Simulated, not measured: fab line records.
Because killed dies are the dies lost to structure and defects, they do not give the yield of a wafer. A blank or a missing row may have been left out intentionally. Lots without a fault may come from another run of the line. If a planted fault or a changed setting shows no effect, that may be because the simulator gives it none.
Which tool was responsible? + flow sky130 + 37 wafers from 13 lots sampled at 4 of the route's 708 steps

## WHAT EACH GAUGE READ, for each wafer
SKY_NWELL_THK_MEAS_02.
| lot  | measured    | on           | NWELL_OXIDATION_THK (nm) |
|------|-------------|--------------|--------------------------|
| L703 | day 2 11:33 | filmMetro-04 | 10.00 10.19 10.04        |
| L704 | day 2 17:43 | filmMetro-03 | 9.82 9.92 9.93           |
| L705 | day 3 00:27 | filmMetro-03 | 10.04 10.02 10.03        |
| L707 | day 3 11:13 | filmMetro-01 | 9.86 9.90                |
| L709 | day 3 21:08 | filmMetro-01 | 9.92 10.01               |
| L719 | day 5 22:57 | filmMetro-01 | 9.89 9.90 9.89           |
| L720 | day 6 04:08 | filmMetro-01 | 9.86 9.80 9.74           |
| L721 | day 6 14:35 | filmMetro-01 | 9.50 9.78 9.68           |
| L722 | day 6 19:59 | filmMetro-01 | 9.48 9.52 9.51           |
| L723 | day 7 01:29 | filmMetro-01 | 9.78 9.70 9.72           |
| L724 | day 7 03:04 | filmMetro-03 | 10.07 10.29 9.95         |
| L725 | day 7 06:47 | filmMetro-04 | 9.94 10.04 9.97          |
| L726 | day 7 12:37 | filmMetro-04 | 10.17 9.95 10.06         |

SKY_VT_ADJUST_HVTP_CD_MEAS_07: the cd target is 380 nm.
| lot  | measured     | on       | cdNm (nm)         |
|------|--------------|----------|-------------------|
| L703 | day 6 01:07  | cdSem-02 | 381.4 382.2 379.2 |
| L704 | day 6 08:42  | cdSem-01 | 379.2 379.7 378.0 |
| L705 | day 6 17:50  | cdSem-01 | 382.8 383.9 383.4 |
| L707 | day 7 06:26  | cdSem-02 | 379.8 380.9       |
| L709 | day 7 18:17  | cdSem-02 | 379.5 376.3       |
| L719 | day 10 06:27 | cdSem-01 | 382.3 381.0 382.0 |
| L720 | day 10 12:16 | cdSem-01 | 379.2 380.4 379.5 |
| L721 | day 11 00:11 | cdSem-01 | 379.5 378.9 379.8 |
| L722 | day 11 06:55 | cdSem-01 | 380.0 380.2 379.3 |
| L723 | day 11 13:58 | cdSem-01 | 381.1 382.6 382.9 |
| L724 | day 11 16:37 | cdSem-01 | 379.2 379.3 381.0 |
| L725 | day 11 20:18 | cdSem-02 | 376.6 378.2 377.1 |
| L726 | day 12 03:34 | cdSem-01 | 381.0 376.2 376.9 |

## WHICH TOOL RAN EACH LOT (tool, then ch and the chambers of the sampled wafers, then the start)
| lot  | SKY_FIELD_ISO_ETCH_14            | SKY_FIELD_ISO_CMP_27         |
|------|----------------------------------|------------------------------|
| L703 | rieDiel-02 ch 0,1,2, day 2 04:20 | cmp-02 ch 0,3, day 2 09:14   |
| L704 | rieDiel-01 ch 0,1,2, day 2 09:55 | cmp-02 ch 0,3, day 2 14:38   |
| L705 | rieDiel-02 ch 0,1, day 2 18:07   | cmp-01 ch 0,3, day 2 21:34   |
| L707 | rieDiel-04 ch 1,2, day 3 03:04   | cmp-02 ch 0,2, day 3 06:52   |
| L709 | rieDiel-01 ch 2, day 3 12:35     | cmp-02 ch 2,3, day 3 18:50   |
| L719 | rieDiel-04 ch 1,2,3, day 5 16:53 | cmp-01 ch 0,1,2, day 5 20:18 |
| L720 | rieDiel-04 ch 0,1,2, day 5 22:25 | cmp-02 ch 0,2,3, day 6 01:56 |
| L721 | rieDiel-01 ch 0,1,3, day 6 08:31 | cmp-02 ch 1,2,3, day 6 12:09 |
| L722 | rieDiel-04 ch 0,1,2, day 6 11:25 | cmp-02 ch 1,2, day 6 16:07   |
| L723 | rieDiel-04 ch 0,1,3, day 6 14:35 | cmp-02 ch 0,1,2, day 6 21:29 |
| L724 | rieDiel-01 ch 0,1,2, day 6 18:53 | cmp-01 ch 1,2,3, day 7 00:37 |
| L725 | rieDiel-01 ch 1,2,3, day 6 23:28 | cmp-01 ch 1,2,3, day 7 04:32 |
| L726 | rieDiel-04 ch 0,2, day 7 04:52   | cmp-01 ch 0,1,3, day 7 08:23 |
- SKY_FIELD_ISO_ETCH_14: etches BARC in N2/H2, stops on SiO2, time 45.9 s, target depth 60 nm.
- SKY_FIELD_ISO_CMP_27: polishes, stops on Si3N4, t overpolish 16 s, target thk 457.8 nm.

## AS READ BY THE TOOLS THEMSELVES (means over the sampled wafers that have a number; for cases with no such wafer, the mark the record gives instead)
SKY_FIELD_ISO_ETCH_14.
| lot  | tool       | drypumpMotorCurrentA (A) | oesProductAu (a.u.) | throttleValvePct (%) |
|------|------------|--------------------------|---------------------|----------------------|
| L703 | rieDiel-02 | 5.7                      | 0.857               | 13.224               |
| L704 | rieDiel-01 | 6.0                      | 0.857               | 13.231               |
| L705 | rieDiel-02 | 5.5                      | 0.851               | 13.229               |
| L707 | rieDiel-04 | 6.2                      | 0.853               | 13.222               |
| L709 | rieDiel-01 | 6.4                      | 0.855               | 13.229               |
| L719 | rieDiel-04 | 6.1                      | 0.850               | 13.227               |
| L720 | rieDiel-04 | 5.7                      | 0.851               | 13.227               |
| L721 | rieDiel-01 | 5.7                      | 0.856               | 13.226               |
| L722 | rieDiel-04 | 5.7                      | 0.854               | 13.235               |
| L723 | rieDiel-04 | 5.4                      | 0.854               | 13.226               |
| L724 | rieDiel-01 | 6.0                      | 0.857               | 13.225               |
| L725 | rieDiel-01 | 6.0                      | 0.850               | 13.228               |
| L726 | rieDiel-04 | 6.1                      | 0.858               | 13.235               |

SKY_FIELD_ISO_CMP_27.
| lot  | tool   | motorCurrentA (A) | overpolishRunS (s) | timeToEndpointS (s) |
|------|--------|-------------------|--------------------|---------------------|
| L703 | cmp-02 | 12.8              | 15.999             | 111                 |
| L704 | cmp-02 | 12.6              | 15.999             | 108                 |
| L705 | cmp-01 | 12.9              | 15.998             | 117                 |
| L707 | cmp-02 | 12.8              | 15.995             | 88                  |
| L709 | cmp-02 | 13.2              | 16.002             | 85                  |
| L719 | cmp-01 | 12.4              | 15.997             | 111                 |
| L720 | cmp-02 | 12.9              | 16.003             | 115                 |
| L721 | cmp-02 | 13.3              | 16.002             | 110                 |
| L722 | cmp-02 | 13.2              | 16.000             | 112                 |
| L723 | cmp-02 | 13.1              | 16.001             | 110                 |
| L724 | cmp-01 | 11.3              | 16.005             | 111                 |
| L725 | cmp-01 | 11.4              | 15.996             | 113                 |
| L726 | cmp-01 | 11.7              | 16.006             | 111                 |

## THE ANSWER, worked out from the rows above alone
Rule: the lots themselves supply what counts as usual. The widest of any qualifying gaps counts: lots, ordered by their means at a reading, are off when they make up no more than a third of the lots, leave a main group of 4 or more, and stand apart from it by 3 or more times the standard deviation of that group's means. If all means in a main group match to the digits the tables above print for the reading, that group is not used. Also off: a lot with no number at a reading for which 4 or more lots have one. The other lots that the step has rows for count as sound. First the gauges in route order, then the tools' own readings, where a lot's mean is used as printed above. The first step at which some lot is off is used, and at that step the reading that is off furthest; a lot without a number counts as furthest.
Off: L707, L709 (SKY_FIELD_ISO_CMP_27, timeToEndpointS). Main group: mean 112 s, sd 2.4.
A tool fits if, at that step or a process step before it, it ran every lot that is off, and no sound lot after the first of them. Not one of the candidates tried fits.

## WHAT THE SIMULATOR HAD INSERTED
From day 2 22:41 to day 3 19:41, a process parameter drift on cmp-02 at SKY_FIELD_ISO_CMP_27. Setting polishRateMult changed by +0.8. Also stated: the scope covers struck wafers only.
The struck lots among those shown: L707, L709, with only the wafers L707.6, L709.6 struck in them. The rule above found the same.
